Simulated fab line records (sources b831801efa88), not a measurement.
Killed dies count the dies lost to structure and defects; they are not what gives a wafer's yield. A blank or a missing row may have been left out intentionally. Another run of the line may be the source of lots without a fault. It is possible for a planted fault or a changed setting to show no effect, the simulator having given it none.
Chamber matching / flow sky130 / rie diel-04 running SKY_FIELD_ISO_ETCH_15: 4 sister chambers
The step etches the open film in CHF3/O2, stops on Si, target depth 180 nm, time 72 s. 14 wafers are shown with their chamber, then 6 later ones without.

EACH WAFER AND ITS CHAMBER
wafer=L426.1; chamber=2; oes product au (a.u.)=0.958; bias w (W)=199.2; throttle valve pct (%)=8.819
wafer=L426.4; chamber=3; oes product au (a.u.)=0.960; bias w (W)=200.6; throttle valve pct (%)=8.856
wafer=L426.5; chamber=1; oes product au (a.u.)=0.956; bias w (W)=200.5; throttle valve pct (%)=8.864
wafer=L427.1; chamber=2; oes product au (a.u.)=0.950; bias w (W)=199.8; throttle valve pct (%)=8.866
wafer=L427.4; chamber=3; oes product au (a.u.)=0.942; bias w (W)=201.2; throttle valve pct (%)=8.827
wafer=L427.5; chamber=2; oes product au (a.u.)=0.942; bias w (W)=200.6; throttle valve pct (%)=8.845
wafer=L431.1; chamber=2; oes product au (a.u.)=0.940; bias w (W)=199.0; throttle valve pct (%)=8.837
wafer=L431.3; chamber=3; oes product au (a.u.)=0.945; bias w (W)=199.9; throttle valve pct (%)=8.851
wafer=L431.5; chamber=3; oes product au (a.u.)=0.939; bias w (W)=199.6; throttle valve pct (%)=8.837
wafer=L434.3; chamber=2; oes product au (a.u.)=0.944; bias w (W)=200.3; throttle valve pct (%)=8.847
wafer=L434.5; chamber=0; oes product au (a.u.)=0.952; bias w (W)=200.0; throttle valve pct (%)=8.848
wafer=L434.6; chamber=3; oes product au (a.u.)=0.946; bias w (W)=200.5; throttle valve pct (%)=8.836
wafer=L438.1; chamber=1; oes product au (a.u.)=0.958; bias w (W)=200.4; throttle valve pct (%)=8.854
wafer=L438.2; chamber=2; oes product au (a.u.)=0.961; bias w (W)=199.6; throttle valve pct (%)=8.856

SIGNATURES, as means of the wafers listed above
reading=oes product au; chamber 0=0.95200; chamber 1=0.95700; chamber 2=0.94917; chamber 3=0.94640; scatter within a chamber=0.00803
reading=bias w; chamber 0=200.000; chamber 1=200.450; chamber 2=199.750; chamber 3=200.360; scatter within a chamber=0.591
reading=throttle valve pct; chamber 0=8.84800; chamber 1=8.85900; chamber 2=8.84500; chamber 3=8.84140; scatter within a chamber=0.0138
Rule: distance of a wafer from a chamber = root of the sum over the readings of ((wafer's reading minus chamber's mean) / reading's scatter) squared. The wafer belongs to the nearest chamber; if the next one is less than 2 further off, it can't be placed. How the scatter is found: for the shown wafers, subtract from each reading the mean of its chamber, square and add these, divide the total by (wafers less chambers), then take the root.

WAFERS WITH NO CHAMBER GIVEN
wafer=L438.3; oes product au (a.u.)=0.959; bias w (W)=199.6; throttle valve pct (%)=8.850
wafer=L442.3; oes product au (a.u.)=0.942; bias w (W)=200.8; throttle valve pct (%)=8.842
wafer=L442.4; oes product au (a.u.)=0.951; bias w (W)=200.1; throttle valve pct (%)=8.844
wafer=L442.6; oes product au (a.u.)=0.962; bias w (W)=200.5; throttle valve pct (%)=8.838
wafer=L444.4; oes product au (a.u.)=0.949; bias w (W)=200.1; throttle valve pct (%)=8.832
wafer=L444.5; oes product au (a.u.)=0.953; bias w (W)=199.2; throttle valve pct (%)=8.849

EACH ONE'S CHAMBER
wafer=L438.3; from the rows above=can't be placed: 0 or 2 or 1 or 3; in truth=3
wafer=L442.3; from the rows above=can't be placed: 3 or 0 or 2 or 1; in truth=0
wafer=L442.4; from the rows above=can't be placed: 0 or 2 or 3 or 1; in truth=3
wafer=L442.6; from the rows above=can't be placed: 1 or 0 or 3 or 2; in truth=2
wafer=L444.4; from the rows above=can't be placed: 3 or 2 or 0 or 1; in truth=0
wafer=L444.5; from the rows above=can't be placed: 2 or 0 or 3 or 1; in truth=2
0 of 6 placed correctly. Cannot be placed on the basis of these rows: 6; the candidates contain the true chamber in 6. Placed wrongly: 0.
